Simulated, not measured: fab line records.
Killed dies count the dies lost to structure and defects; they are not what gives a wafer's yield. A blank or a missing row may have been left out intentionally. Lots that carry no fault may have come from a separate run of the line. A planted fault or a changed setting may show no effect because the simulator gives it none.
fab line records ; flow sky130 ; part 1 of 2: steps 1 to 27 of 38
record: lots: 5; wafers: 15; last_day: 50
route steps=708 shown VIA2@529 METAL3@532 CAPM@537
lots untouched by any fault: they come from a run of this same line in which no faults occurred
start_h: hours from the record's first day to the start of the lot's first wafer shown ; wait_h: hours from the lot's prior step to this one ; " the same as in the row above ; L1.1+2: several wafers, shown together as one row ; - no value, or no start given ; * or withheld: withheld ; < > ~ a bound
route shown NAME@n: names a module that has steps shown in the file, with the first one's number in the route ; usual: the fault-free wafers' mean and standard deviation ; same: alike in all rows ; chamber/n: place in a boat ; sites: each site's reading ; _std_site: their standard deviation ; _edge_site: the outer-site mean with the inner-site mean subtracted ; radius_mm: how far each site lies from the wafer's centre ; mask NAME#n: copy n ; behind: the tool/chamber that last shaped the wafer ; hold: the reason the lot was held/the length of the hold in hours/how it ended ; device: the transistor (n, p or np) that didn't switch ; end of line: tests run on the same wafers once the route is complete ; a step given without rows: its recipe and nothing more ; killed: the dies lost at the first sort to structure and to defects; this is not the yield of the wafer ; map: per-die view of a wafer (x killed, . not killed, _ where there is no die)
set.NAME: the setting the step ran with; set.NAME@STEP: the setting that earlier step ran with ; model.NAME: the simulator's own value behind a step, which no gauge read
lots at selected steps of the route; one table per step, one row per wafer
services: when a tool's chamber went out of use (start_h, in hours from the record's first day, below 0 if earlier), for how many hours, and the reason
== steps ==
step: SKY_VIA2_RS_MEAS_22
recipe: thk_meas_gauge: four-point-probe; reads: W_of_VIA2_CVD_21+TiN_of_VIA2_SPUTTER_20
usual: VIA2_W_RS: 0.2721/0.0025
lot.wafer;tool;chamber;start_h;wait_h;VIA2_W_RS[ohm/sq]
L086.1;film_metro-04;-;939.48;0.2;0.2715
L086.3;film_metro-04;-;939.48;0.2;0.2752
L086.4;film_metro-04;-;939.48;0.2;0.2753
L091.1;film_metro-02;-;969.64;0.1;0.2688
L091.2;film_metro-02;-;969.64;0.1;0.2731
L091.3;film_metro-02;-;969.64;0.1;0.2701
L092.1;film_metro-04;-;973.07;0.1;0.2691
L092.2;film_metro-04;-;973.07;0.1;0.2695
L092.3;film_metro-04;-;973.07;0.1;0.2683
L093.1;film_metro-04;-;983.12;0.1;0.2766
L093.2;film_metro-04;-;983.12;0.1;0.2731
L093.4;film_metro-04;-;983.12;0.1;0.2734
L097.1;film_metro-04;-;1004.86;0.1;0.2681
L097.2;film_metro-04;-;1004.86;0.1;0.2708
L097.6;film_metro-04;-;1004.86;0.1;0.2691
step: SKY_VIA2_THK_MEAS_23
recipe: thk_meas_gauge: xrf; reads: W_of_VIA2_CVD_21
usual: VIA2_W_THK: 406/5.3
lot.wafer;tool;chamber;start_h;wait_h;VIA2_W_THK[nm]
L086.1;film_metro-04;-;939.60;0.1;408
L086.3;film_metro-04;-;939.60;0.1;401
L086.4;film_metro-04;-;939.60;0.1;405
L091.1;film_metro-02;-;969.76;0.1;409
L091.2;film_metro-02;-;969.76;0.1;399
L091.3;film_metro-02;-;969.76;0.1;405
L092.1;film_metro-04;-;973.19;0.1;410
L092.2;film_metro-04;-;973.19;0.1;408
L092.3;film_metro-04;-;973.19;0.1;411
L093.1;film_metro-04;-;983.24;0.1;397
L093.2;film_metro-04;-;983.24;0.1;401
L093.4;film_metro-04;-;983.24;0.1;399
L097.1;film_metro-04;-;1004.98;0.1;404
L097.2;film_metro-04;-;1004.98;0.1;400
L097.6;film_metro-04;-;1004.98;0.1;403
step: SKY_VIA2_CMP_24
recipe: stop_on: SiO2; t_overpolish_s: 20; down_force_psi: 3.5; platen_rpm: 60; target_thk_nm: 0; pad_velocity_m_s: 0.94248
usual: motor_current_A: 11.2/0.94; overpolish_run_s: 19.999/0.009; time_to_endpoint_s: 102/4.3
lot.wafer;tool;chamber;start_h;wait_h;motor_current_A;overpolish_run_s;time_to_endpoint_s
L086.4;cmp-02;2;939.66;0.0;11.4;19.995;101
L086.3;cmp-02;3;939.66;0.0;11.7;19.993;98
L086.1;cmp-02;1;939.66;0.0;11.1;20.003;99
L091.2;cmp-01;3;969.82;0.0;9.9;20.013;102
L091.1;cmp-01;1;969.82;0.0;11.9;20.007;107
L091.3;cmp-01;2;969.82;0.0;12.1;19.987;101
L092.3;cmp-02;3;973.30;0.1;11.8;20.009;96
L092.2;cmp-02;0;973.30;0.1;12.5;19.996;89
L092.1;cmp-02;1;973.30;0.1;11.5;20.006;98
L093.1;cmp-01;2;983.30;0.1;11.8;20.003;99
L093.2;cmp-01;0;983.30;0.1;10.1;20.004;105
L093.4;cmp-01;1;983.30;0.1;11.8;20.008;102
L097.1;cmp-02;1;1005.04;0.1;11.4;19.994;102
L097.2;cmp-02;3;1005.04;0.1;11.7;20.010;99
L097.6;cmp-02;2;1005.04;0.1;11.4;20.000;103
step: SKY_METAL3_SPUTTER_00
recipe: material: Ti; target_thk_nm: 15; power_w: 3000; time_s: 10; chamber_pressure_pa: 0.4
usual: throttle_valve_pct: 29.8/1.1
lot.wafer;tool;chamber;start_h;wait_h;throttle_valve_pct
L086.1;pvd_sputter-03;-;939.96;0.1;32.0
L086.3;pvd_sputter-03;-;939.96;0.1;28.8
L086.4;pvd_sputter-03;-;939.96;0.1;29.6
L091.1;pvd_sputter-04;-;970.12;0.1;29.1
L091.2;pvd_sputter-04;-;970.12;0.1;30.0
L091.3;pvd_sputter-04;-;970.12;0.1;29.3
L092.1;pvd_sputter-01;-;973.55;0.1;29.2
L092.2;pvd_sputter-01;-;973.55;0.1;29.6
L092.3;pvd_sputter-01;-;973.55;0.1;29.0
L093.1;pvd_sputter-01;-;983.60;0.2;30.1
L093.2;pvd_sputter-01;-;983.60;0.2;29.0
L093.4;pvd_sputter-01;-;983.60;0.2;28.7
L097.1;pvd_sputter-01;-;1005.34;0.2;29.0
L097.2;pvd_sputter-01;-;1005.34;0.2;29.8
L097.6;pvd_sputter-01;-;1005.34;0.2;29.7
step: SKY_METAL3_SPUTTER_01
recipe: material: TiN; target_thk_nm: 20; power_w: 6500; time_s: 16.7; chamber_pressure_pa: 0.4
usual: throttle_valve_pct: 29.8/1
lot.wafer;tool;chamber;start_h;wait_h;throttle_valve_pct
L086.1;pvd_sputter-03;-;939.98;0.0;32.0
L086.3;pvd_sputter-03;-;939.98;0.0;28.8
L086.4;pvd_sputter-03;-;939.98;0.0;29.5
L091.1;pvd_sputter-04;-;970.14;0.0;29.3
L091.2;pvd_sputter-04;-;970.14;0.0;29.9
L091.3;pvd_sputter-04;-;970.14;0.0;29.4
L092.1;pvd_sputter-01;-;973.57;0.0;29.0
L092.2;pvd_sputter-01;-;973.57;0.0;29.7
L092.3;pvd_sputter-01;-;973.57;0.0;28.7
L093.1;pvd_sputter-01;-;983.62;0.0;30.1
L093.2;pvd_sputter-01;-;983.62;0.0;29.1
L093.4;pvd_sputter-01;-;983.62;0.0;28.7
L097.1;pvd_sputter-01;-;1005.36;0.0;29.0
L097.2;pvd_sputter-01;-;1005.36;0.0;29.6
L097.6;pvd_sputter-01;-;1005.36;0.0;29.7
step: SKY_METAL3_SPUTTER_02
recipe: material: AlCu; target_thk_nm: 735; power_w: 10600; time_s: 39.1; chamber_pressure_pa: 0.4
usual: throttle_valve_pct: 29.8/1.1
lot.wafer;tool;chamber;start_h;wait_h;throttle_valve_pct
L086.1;pvd_sputter-03;-;940.00;0.0;31.9
L086.3;pvd_sputter-03;-;940.00;0.0;28.8
L086.4;pvd_sputter-03;-;940.00;0.0;29.7
L091.1;pvd_sputter-04;-;970.17;0.0;29.1
L091.2;pvd_sputter-04;-;970.17;0.0;30.1
L091.3;pvd_sputter-04;-;970.17;0.0;29.1
L092.1;pvd_sputter-01;-;973.59;0.0;29.0
L092.2;pvd_sputter-01;-;973.59;0.0;29.5
L092.3;pvd_sputter-01;-;973.59;0.0;28.8
L093.1;pvd_sputter-01;-;983.64;0.0;30.2
L093.2;pvd_sputter-01;-;983.64;0.0;29.2
L093.4;pvd_sputter-01;-;983.64;0.0;28.8
L097.1;pvd_sputter-01;-;1005.39;0.0;29.2
L097.2;pvd_sputter-01;-;1005.39;0.0;29.6
L097.6;pvd_sputter-01;-;1005.39;0.0;29.6
step: SKY_METAL3_SPUTTER_03
recipe: material: Ti; target_thk_nm: 5; power_w: 3000; time_s: 3.3; chamber_pressure_pa: 0.4
usual: throttle_valve_pct: 29.8/1.1
lot.wafer;tool;chamber;start_h;wait_h;throttle_valve_pct
L086.1;pvd_sputter-03;-;940.04;0.0;32.2
L086.3;pvd_sputter-03;-;940.04;0.0;29.0
L086.4;pvd_sputter-03;-;940.04;0.0;29.7
L091.1;pvd_sputter-04;-;970.21;0.0;28.9
L091.2;pvd_sputter-04;-;970.21;0.0;30.0
L091.3;pvd_sputter-04;-;970.21;0.0;29.3
L092.1;pvd_sputter-01;-;973.63;0.0;28.9
L092.2;pvd_sputter-01;-;973.63;0.0;29.7
L092.3;pvd_sputter-01;-;973.63;0.0;28.9
L093.1;pvd_sputter-01;-;983.68;0.0;30.1
L093.2;pvd_sputter-01;-;983.68;0.0;28.8
L093.4;pvd_sputter-01;-;983.68;0.0;28.8
L097.1;pvd_sputter-01;-;1005.43;0.0;29.2
L097.2;pvd_sputter-01;-;1005.43;0.0;29.8
L097.6;pvd_sputter-01;-;1005.43;0.0;29.5
step: SKY_METAL3_SPUTTER_04
recipe: material: TiN; target_thk_nm: 70; power_w: 6500; time_s: 58.3; chamber_pressure_pa: 0.4
usual: throttle_valve_pct: 29.8/1.1
lot.wafer;tool;chamber;start_h;wait_h;throttle_valve_pct
L086.1;pvd_sputter-03;-;940.06;0.0;32.2
L086.3;pvd_sputter-03;-;940.06;0.0;28.6
L086.4;pvd_sputter-03;-;940.06;0.0;29.5
L091.1;pvd_sputter-04;-;970.22;0.0;28.9
L091.2;pvd_sputter-04;-;970.22;0.0;30.0
L091.3;pvd_sputter-04;-;970.22;0.0;29.2
L092.1;pvd_sputter-01;-;973.65;0.0;29.1
L092.2;pvd_sputter-01;-;973.65;0.0;29.5
L092.3;pvd_sputter-01;-;973.65;0.0;28.8
L093.1;pvd_sputter-01;-;983.70;0.0;30.0
L093.2;pvd_sputter-01;-;983.70;0.0;28.9
L093.4;pvd_sputter-01;-;983.70;0.0;28.9
L097.1;pvd_sputter-01;-;1005.45;0.0;29.0
L097.2;pvd_sputter-01;-;1005.45;0.0;29.8
L097.6;pvd_sputter-01;-;1005.45;0.0;29.5
step: SKY_CAPM_CVD_00
recipe: material: SiO2; target_thk_nm: 15.5; temp_c: 400; time_s: withheld; rf_w: 450
usual: heater_power_w: 663/100; susceptor_temp_C: 400.00/0.2
lot.wafer;tool;chamber;start_h;wait_h;heater_power_w;susceptor_temp_C
L086.1;pecvd-04;1;940.11;0.0;719;399.77
L086.3;pecvd-04;1;940.11;0.0;718;399.94
L086.4;pecvd-04;2;940.11;0.0;684;400.00
L091.1;pecvd-01;1;970.27;0.0;569;399.98
L091.2;pecvd-01;0;970.27;0.0;558;399.96
L091.3;pecvd-01;2;970.27;0.0;541;400.19
L092.1;pecvd-03;0;973.70;0.0;629;400.36
L092.2;pecvd-03;2;973.70;0.0;766;400.17
L092.3;pecvd-03;1;973.70;0.0;715;399.91
L093.1;pecvd-01;1;983.75;0.0;501;399.52
L093.2;pecvd-01;2;983.75;0.0;612;399.86
L093.4;pecvd-01;2;983.75;0.0;621;399.88
L097.1;pecvd-01;0;1005.50;0.0;623;400.10
L097.2;pecvd-01;1;1005.50;0.0;544;400.13
L097.6;pecvd-01;0;1005.50;0.0;618;399.89
step: SKY_CAPM_THK_MEAS_01
recipe: reads: SiO2_of_CAPM_CVD_00
usual: CAPM_CVD_00_THK: 15.50/0.23
lot.wafer;tool;chamber;start_h;wait_h;CAPM_CVD_00_THK[nm]
L086.1;film_metro-02;-;940.14;-;15.64
L086.3;film_metro-02;-;940.14;-;15.57
L086.4;film_metro-02;-;940.14;-;15.71
L091.1;film_metro-03;-;970.30;-;15.31
L091.2;film_metro-03;-;970.30;-;14.99
L091.3;film_metro-03;-;970.30;-;15.18
L092.1;film_metro-03;-;973.72;-;15.56
L092.2;film_metro-03;-;973.72;-;15.18
L092.3;film_metro-03;-;973.72;-;15.49
L093.1;film_metro-02;-;983.77;-;15.54
L093.2;film_metro-02;-;983.77;-;15.26
L093.4;film_metro-02;-;983.77;-;15.57
L097.1;film_metro-01;-;1005.52;-;15.04
L097.2;film_metro-01;-;1005.52;-;15.38
L097.6;film_metro-01;-;1005.52;-;15.35
step: SKY_CAPM_SPUTTER_02
recipe: material: TiN; target_thk_nm: 200; temp_c: 300; power_w: 6500; time_s: 166.7; chamber_pressure_pa: 0.4
usual: susceptor_temp_C: 299.98/0.18; throttle_valve_pct: 30.2/0.92
lot.wafer;tool;chamber;start_h;wait_h;susceptor_temp_C;throttle_valve_pct
L086.1;pvd_sputter-02;-;940.20;0.1;299.90;30.8
L086.3;pvd_sputter-02;-;940.20;0.1;300.18;29.8
L086.4;pvd_sputter-02;-;940.20;0.1;300.14;31.4
L091.1;pvd_sputter-02;-;970.36;0.1;300.10;31.2
L091.2;pvd_sputter-02;-;970.36;0.1;299.95;31.4
L091.3;pvd_sputter-02;-;970.36;0.1;299.94;29.9
L092.1;pvd_sputter-02;-;973.78;0.1;299.95;31.2
L092.2;pvd_sputter-02;-;973.78;0.1;300.03;30.8
L092.3;pvd_sputter-02;-;973.78;0.1;300.25;29.8
L093.1;pvd_sputter-02;-;983.83;0.1;300.20;29.7
L093.2;pvd_sputter-02;-;983.83;0.1;300.21;31.4
L093.4;pvd_sputter-02;-;983.83;0.1;299.79;30.7
L097.1;pvd_sputter-02;-;1005.58;0.1;300.44;30.8
L097.2;pvd_sputter-02;-;1005.58;0.1;299.94;31.4
L097.6;pvd_sputter-02;-;1005.58;0.1;300.35;31.2
step: SKY_CAPM_RS_MEAS_03
recipe: thk_meas_gauge: four-point-probe; reads: TiN_of_CAPM_SPUTTER_02
usual: CAPM_TIN_RS: 6.89/0.083
lot.wafer;tool;chamber;start_h;wait_h;CAPM_TIN_RS[ohm/sq]
L086.1;film_metro-01;-;940.31;0.1;6.87
L086.3;film_metro-01;-;940.31;0.1;6.85
L086.4;film_metro-01;-;940.31;0.1;6.83
L091.1;film_metro-03;-;970.46;0.1;6.95
L091.2;film_metro-03;-;970.46;0.1;6.90
L091.3;film_metro-03;-;970.46;0.1;6.94
L092.1;film_metro-02;-;973.89;0.1;6.86
L092.2;film_metro-02;-;973.89;0.1;6.82
L092.3;film_metro-02;-;973.89;0.1;6.89
L093.1;film_metro-03;-;983.94;0.1;6.96
L093.2;film_metro-03;-;983.94;0.1;6.91
L093.4;film_metro-03;-;983.94;0.1;6.92
L097.1;film_metro-03;-;1005.69;0.1;6.86
L097.2;film_metro-03;-;1005.69;0.1;6.79
L097.6;film_metro-03;-;1005.69;0.1;6.75
step: SKY_CAPM_THK_MEAS_04
recipe: thk_meas_gauge: xrf; reads: TiN_of_CAPM_SPUTTER_02
usual: CAPM_TIN_THK: 201.2/2.6
lot.wafer;tool;chamber;start_h;wait_h;CAPM_TIN_THK[nm]
L086.1;film_metro-01;-;940.43;0.1;203.0
L086.3;film_metro-01;-;940.43;0.1;204.0
L086.4;film_metro-01;-;940.43;0.1;204.3
L091.1;film_metro-03;-;970.58;0.1;198.7
L091.2;film_metro-03;-;970.58;0.1;199.9
L091.3;film_metro-03;-;970.58;0.1;200.0
L092.1;film_metro-02;-;974.01;0.1;200.2
L092.2;film_metro-02;-;974.01;0.1;200.3
L092.3;film_metro-02;-;974.01;0.1;199.5
L093.1;film_metro-03;-;984.06;0.1;198.5
L093.2;film_metro-03;-;984.06;0.1;199.4
L093.4;film_metro-03;-;984.06;0.1;199.3
L097.1;film_metro-03;-;1005.81;0.1;203.1
L097.2;film_metro-03;-;1005.81;0.1;204.1
L097.6;film_metro-03;-;1005.81;0.1;204.9
step: SKY_CAPM_DEHYDRATE_05
recipe: temp_c: 200; time_s: 60
lot.wafer;tool;chamber;start_h;wait_h
L086.1+3+4;litho_track-01;0;951.80;11.4
L091.1+2+3;litho_track-03;0;983.82;13.2
L092.1+2+3;litho_track-02;0;987.14;13.1
L093.1+2+4;litho_track-01;0;994.75;10.7
L097.1+2+6;litho_track-02;0;1016.24;10.4
step: SKY_CAPM_HMDS_06
recipe: prime_time_s: 60; prime_temp_c: 120
lot.wafer;tool;chamber;start_h;wait_h
L086.1+3+4;litho_track-01;0;951.95;0.1
L091.1+2+3;litho_track-03;0;983.97;0.1
L092.1+2+3;litho_track-02;0;987.29;0.1
L093.1+2+4;litho_track-01;0;994.90;0.1
L097.1+2+6;litho_track-02;0;1016.39;0.1
step: SKY_CAPM_COAT_07
recipe: resist: NOVOLAK; spin_rpm: 3000; resist_thk_nm: 1140
usual: dispense_pressure_kPa: 49/5.7
lot.wafer;tool;chamber;start_h;wait_h;dispense_pressure_kPa
L086.1;litho_track-01;0;952.10;0.1;44
L086.3;litho_track-01;0;952.10;0.1;44
L086.4;litho_track-01;0;952.10;0.1;44
L091.1;litho_track-03;0;984.12;0.1;58
L091.2;litho_track-03;0;984.12;0.1;58
L091.3;litho_track-03;0;984.12;0.1;58
L092.1;litho_track-02;0;987.44;0.1;51
L092.2;litho_track-02;0;987.44;0.1;51
L092.3;litho_track-02;0;987.44;0.1;51
L093.1;litho_track-01;0;995.05;0.1;44
L093.2;litho_track-01;0;995.05;0.1;44
L093.4;litho_track-01;0;995.05;0.1;44
L097.1;litho_track-02;0;1016.54;0.1;51
L097.2;litho_track-02;0;1016.54;0.1;51
L097.6;litho_track-02;0;1016.54;0.1;51
step: SKY_CAPM_SOFTBAKE_08
recipe: temp_c: 90; time_s: 60; resist: NOVOLAK
lot.wafer;tool;chamber;start_h;wait_h
L086.1+3+4;litho_track-01;0;952.25;0.1
L091.1+2+3;litho_track-03;0;984.27;0.1
L092.1+2+3;litho_track-02;0;987.59;0.1
L093.1+2+4;litho_track-01;0;995.20;0.1
L097.1+2+6;litho_track-02;0;1016.69;0.1
step: SKY_CAPM_EXPOSE_09
recipe: mask_id: CAPM; na: 0.6; source_shape: conventional; sigma_outer: 0.6; polarization: unpolarized; target_cd_nm: 1000; dose_mj: 159
usual: exposure_dose_mJ_cm2: 159.01/0.15; reticle_temp_C: 23.01/0.12
lot.wafer;tool;chamber;start_h;wait_h;mask;exposure_dose_mJ_cm2;reticle_temp_C
L086.1;iline_stepper-02;0;-;-;CAPM#0;158.88;22.79
L086.3;iline_stepper-02;0;-;-;CAPM#0;158.73;22.86
L086.4;iline_stepper-02;0;-;-;CAPM#0;159.15;22.97
L091.1;iline_stepper-02;0;-;-;CAPM#0;159.13;23.06
L091.2;iline_stepper-02;0;-;-;CAPM#0;159.21;23.18
L091.3;iline_stepper-02;0;-;-;CAPM#0;158.92;22.95
L092.1;iline_stepper-01;0;-;-;CAPM#0;159.03;23.13
L092.2;iline_stepper-01;0;-;-;CAPM#0;158.78;23.02
L092.3;iline_stepper-01;0;-;-;CAPM#0;158.99;23.01
L093.1;iline_stepper-02;0;-;-;CAPM#0;158.70;22.91
L093.2;iline_stepper-02;0;-;-;CAPM#0;158.73;23.08
L093.4;iline_stepper-02;0;-;-;CAPM#0;158.92;23.02
L097.1;iline_stepper-01;0;-;-;CAPM#0;158.84;22.93
L097.2;iline_stepper-01;0;-;-;CAPM#0;159.13;23.16
L097.6;iline_stepper-01;0;-;-;CAPM#0;159.02;22.97
step: SKY_CAPM_PEB_10
recipe: temp_c: withheld; time_s: *; resist: NOVOLAK
lot.wafer;tool;chamber;start_h;wait_h
L086.1+3+4;litho_track-01;0;-;-
L091.1+2+3;litho_track-03;0;-;-
L092.1+2+3;litho_track-02;0;-;-
L093.1+2+4;litho_track-03;0;-;-
L097.1+2+6;litho_track-01;0;-;-
step: SKY_CAPM_DEVELOP_11
recipe: resist: NOVOLAK; developer: TMAH; develop_time_s: 60; dev_temp_c: 23
lot.wafer;tool;chamber;start_h;wait_h
L086.1+3+4;litho_track-01;0;963.90;0.1
L091.1+2+3;litho_track-03;0;995.17;0.1
L092.1+2+3;litho_track-02;0;998.64;0.1
L093.1+2+4;litho_track-03;0;1006.82;0.1
L097.1+2+6;litho_track-01;0;1027.85;0.1
step: SKY_CAPM_OVL_MEAS_12
usual: CAPM_OVL: 1.3/1.3
lot.wafer;tool;chamber;start_h;wait_h;CAPM_OVL[nm]
L086.1;overlay-02;-;964.05;0.1;2.9
L086.3;overlay-02;-;964.05;0.1;2.4
L086.4;overlay-02;-;964.05;0.1;1.8
L091.1;overlay-02;-;995.32;0.1;2.5
L091.2;overlay-02;-;995.32;0.1;3.7
L091.3;overlay-02;-;995.32;0.1;1.0
L092.1;overlay-01;-;998.79;0.1;1.2
L092.2;overlay-01;-;998.79;0.1;3.2
L092.3;overlay-01;-;998.79;0.1;1.4
L093.1;overlay-02;-;1006.97;0.1;2.0
L093.2;overlay-02;-;1006.97;0.1;2.4
L093.4;overlay-02;-;1006.97;0.1;2.2
L097.1;overlay-02;-;1028.00;0.1;-0.2
L097.2;overlay-02;-;1028.00;0.1;0.1
L097.6;overlay-02;-;1028.00;0.1;0.0
step: SKY_CAPM_METAL_ETCH_13
recipe: target_depth_nm: 220; stop_on: SiO2; chemistry: Cl2/BCl3; target: TiN; pressure_mtorr: 10; icp_w: 900; bias_w: 48.5; Cl2_flow_sccm: 60; bcl3_flow_sccm: 30; time_s: 62.9
usual: bcl3_flow_sccm: 30.01/0.081; drypump_motor_current_A: 5.4/0.59; oes_product_au: 0.943/0.008; throttle_valve_pct: 21.902/0.0099
lot.wafer;tool;chamber;start_h;wait_h;bcl3_flow_sccm;drypump_motor_current_A;oes_product_au;rf_hours_counter_h;throttle_valve_pct
L086.1;rie_metal-02;1;964.08;0.0;30.00;6.1;0.945;3;21.902
L086.3;rie_metal-02;0;964.08;0.0;29.87;5.5;0.952;-;21.896
L086.4;rie_metal-02;1;964.08;0.0;30.12;6.1;0.946;-;21.904
L091.1;rie_metal-01;1;995.35;0.0;30.14;6.1;0.932;10;21.920
L091.2;rie_metal-01;0;995.35;0.0;30.00;4.9;0.941;13;21.896
L091.3;rie_metal-01;1;995.35;0.0;29.89;6.1;0.940;-;21.912
L092.1;rie_metal-04;1;998.83;0.0;29.95;5.7;0.941;6;21.895
L092.2;rie_metal-04;0;998.83;0.0;29.92;4.6;0.939;18;21.916
L092.3;rie_metal-04;1;998.83;0.0;30.02;5.7;0.950;-;21.918
L093.1;rie_metal-02;1;1007.00;0.0;29.99;6.1;0.938;6;21.912
L093.2;rie_metal-02;0;1007.00;0.0;30.02;5.5;0.943;19;21.891
L093.4;rie_metal-02;1;1007.00;0.0;29.97;6.1;0.935;-;21.896
L097.1;rie_metal-01;1;1028.03;0.0;29.97;6.1;0.943;12;21.900
L097.2;rie_metal-01;0;1028.03;0.0;30.17;4.9;0.941;15;21.904
L097.6;rie_metal-01;0;1028.03;0.0;30.01;4.9;0.959;-;21.898
step: SKY_CAPM_STRIP_14
recipe: chemistry: O2/N2; power_w: 1400; pressure_mtorr: 1500; platen_temp_c: withheld; o2_flow_sccm: 3000; n2_flow_sccm: 300; overash_fraction: 0.5
usual: drypump_motor_current_A: 5.9/0.59; oes_product_au: 0.710/0.0047; strip_time_to_endpoint_s: 12.63/0.048
lot.wafer;tool;chamber;start_h;wait_h;drypump_motor_current_A;oes_product_au;rf_hours_counter_h;strip_time_to_endpoint_s
L086.1;plasma_asher-02;1;964.16;0.1;6.5;0.709;117;12.57
L086.3;plasma_asher-02;1;964.16;0.1;6.6;0.701;-;12.56
L086.4;plasma_asher-02;0;964.16;0.1;5.3;0.714;-;12.61
L091.1;plasma_asher-03;0;995.43;0.1;5.0;0.717;86;12.70
L091.2;plasma_asher-03;1;995.43;0.1;6.0;0.707;86;12.71
L091.3;plasma_asher-03;1;995.43;0.1;6.0;0.709;-;12.69
L092.1;plasma_asher-01;1;998.91;0.1;6.4;0.705;55;12.62
L092.2;plasma_asher-01;0;998.91;0.1;5.6;0.702;55;12.57
L092.3;plasma_asher-01;1;998.91;0.1;6.5;0.716;-;12.65
L093.1;plasma_asher-02;0;1007.08;0.1;5.3;0.705;121;12.62
L093.2;plasma_asher-02;1;1007.08;0.1;6.6;0.708;121;12.56
L093.4;plasma_asher-02;1;1007.08;0.1;6.6;0.710;-;12.63
L097.1;plasma_asher-02;1;1028.11;0.1;6.7;0.710;124;12.63
L097.2;plasma_asher-02;0;1028.11;0.1;5.3;0.704;124;12.65
L097.6;plasma_asher-02;0;1028.11;0.1;5.3;0.717;-;12.66
step: SKY_CAPM_STRIP_15
recipe: chemistry: post_etch_residue_remover; time_s: 1200; temp_c: 72.5
usual: bath_heat_duty_pct: 14.6/1.3
lot.wafer;tool;chamber;start_h;wait_h;bath_heat_duty_pct
L086.1;wet_bench-02;1;964.26;0.1;14.5
L086.3;wet_bench-02;1;964.26;0.1;13.9
L086.4;wet_bench-02;1;964.26;0.1;14.1
L091.1;wet_bench-02;3;995.53;0.1;13.8
L091.2;wet_bench-02;3;995.53;0.1;14.7
L091.3;wet_bench-02;3;995.53;0.1;14.4
L092.1;wet_bench-02;3;999.01;0.1;14.9
L092.2;wet_bench-02;3;999.01;0.1;14.1
L092.3;wet_bench-02;3;999.01;0.1;13.1
L093.1;wet_bench-02;1;1007.18;0.1;13.5
L093.2;wet_bench-02;1;1007.18;0.1;12.9
L093.4;wet_bench-02;1;1007.18;0.1;13.6
L097.1;wet_bench-01;3;1028.21;0.1;13.8
L097.2;wet_bench-01;3;1028.21;0.1;12.9
L097.6;wet_bench-01;3;1028.21;0.1;12.8
step: SKY_CAPM_CLEAN_16
recipe: chemistry: IPA; time_s: 180; temp_c: 25
usual: bath_heat_duty_pct: 6.4/0.78
lot.wafer;tool;chamber;start_h;wait_h;bath_heat_duty_pct
L086.1;wet_bench-04;2;964.63;0.0;6.8
L086.3;wet_bench-04;2;964.63;0.0;7.0
L086.4;wet_bench-04;2;964.63;0.0;8.4
L091.1;wet_bench-01;3;995.87;0.0;5.1
L091.2;wet_bench-01;3;995.87;0.0;5.0
L091.3;wet_bench-01;3;995.87;0.0;5.4
L092.1;wet_bench-01;3;999.35;0.0;6.2
L092.2;wet_bench-01;3;999.35;0.0;5.9
L092.3;wet_bench-01;3;999.35;0.0;5.6
L093.1;wet_bench-01;1;1007.52;0.0;5.5
L093.2;wet_bench-01;1;1007.52;0.0;6.2
L093.4;wet_bench-01;1;1007.52;0.0;5.8
L097.1;wet_bench-02;1;1028.55;0.0;5.9
L097.2;wet_bench-02;1;1028.55;0.0;5.3
L097.6;wet_bench-02;1;1028.55;0.0;6.1
step: SKY_CAPM_CLEAN_17
recipe: chemistry: O3/DIW; dry: n2_spin
lot.wafer;tool;chamber;start_h;wait_h
L086.1+3+4;wet_bench-01;1;964.69;0.0
L091.1+2+3;wet_bench-02;0;995.93;0.0
L092.1+2+3;wet_bench-04;0;999.41;0.0
L093.1+2+4;wet_bench-02;2;1007.58;0.0
L097.1+2+6;wet_bench-01;3;1028.61;0.0
step: SKY_METAL3_DEHYDRATE_05
recipe: temp_c: 200; time_s: 60
lot.wafer;tool;chamber;start_h;wait_h
L086.1+3+4;litho_track-01;0;975.75;10.9
L091.1+2+3;litho_track-02;0;1006.94;10.9
L092.1+2+3;litho_track-01;0;1010.15;10.6
L093.1+2+4;litho_track-02;0;1017.99;10.3
L097.1+2+6;litho_track-01;0;1038.40;9.7
